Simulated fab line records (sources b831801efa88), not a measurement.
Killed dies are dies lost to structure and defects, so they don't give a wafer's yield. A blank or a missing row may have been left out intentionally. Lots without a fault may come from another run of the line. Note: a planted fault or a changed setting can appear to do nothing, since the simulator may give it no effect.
2 desks looking at one fault    flow sfq-line    every desk sees just its own numbers, and what lay behind them comes last

## DESK OF THE TOOL OWNER: krf-scanner-02
The tool's own readings at SFQ_TRILAYER_L0_VIA_LITHO_EXPOSE_014 (exposes mask L0V, target cd 700 nm): means of the sampled wafers that have a number, for each lot that ran on this tool. Any lot whose mean is over 4 standard deviations away from the usual mean is out of limits and marked OUT; that distance is given in the brackets.
Columns: A = stage-vel-mm-s at SFQ_TRILAYER_L0_VIA_LITHO_EXPOSE_014, usual 499.98 mm/s
lot   first seen here  A
L623  day 5 09:07      499.92
L624  day 5 14:55      500.09
L625  day 5 19:43      500.24
L626  day 6 01:55      500.27
L627  day 6 07:07      500.02
L628  day 6 09:13      499.79
L629  day 6 14:13      499.86
L630  day 6 22:13      500.15
L631  day 7 03:13      499.99
L632  day 7 09:25      499.85
L633  day 7 11:37      499.78
L634  day 7 19:13      499.86
L635  day 8 01:49      499.92
Finding of this desk: none of the 13 lots has anything out of limits.

## THE METROLOGY DESK
What the gauges read, lot by lot, whatever tool the lot ran on: means of the sampled wafers that have a number. Any lot whose mean is over 4 standard deviations away from the usual mean is out of limits and marked OUT; that distance is given in the brackets.
Columns: A = L0V_OVL at SFQ_L0V_OVL_MEAS_903, usual -2 nm
lot   first seen here  A
L623  day 5 10:25      -5
L624  day 5 16:25      -3
L625  day 5 21:13      1
L626  day 6 03:15      -2
L627  day 6 08:02      4
L628  day 6 10:31      -3
L629  day 6 15:20      -5
L630  day 6 23:43      -4
L631  day 7 04:31      0
L632  day 7 10:32      176 (+37) OUT
L633  day 7 12:55      172 (+36) OUT
L634  day 7 20:08      173 (+36) OUT
L635  day 8 03:07      177 (+37) OUT
Per this desk, out of limits: L632, L633, L634, L635; the first was L632, day 7 10:32 (L0V_OVL at SFQ_L0V_OVL_MEAS_903). L623, L624, L625, L626, L627, L628, L629, L630, L631 stayed within limits.

## BROUGHT TOGETHER
At day 7 10:32 the metrology desk could have sounded an alarm, on L632, L633, L634, L635.
The desk of the tool owner found nothing out of limits.
The tool owner's desk has L632, L633, L634, L635 on record, within its limits.
The lots listed all ran SFQ_TRILAYER_L0_VIA_LITHO_EXPOSE_014 on krf-scanner-02.

## WHAT THE SIMULATOR HAD PUT IN
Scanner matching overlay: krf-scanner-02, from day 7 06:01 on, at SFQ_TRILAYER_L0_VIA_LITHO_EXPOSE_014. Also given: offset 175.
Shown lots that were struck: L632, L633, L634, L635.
Time in hours between the start of the fault and the first out-of-limits reading at each desk: metrology desk, 5.
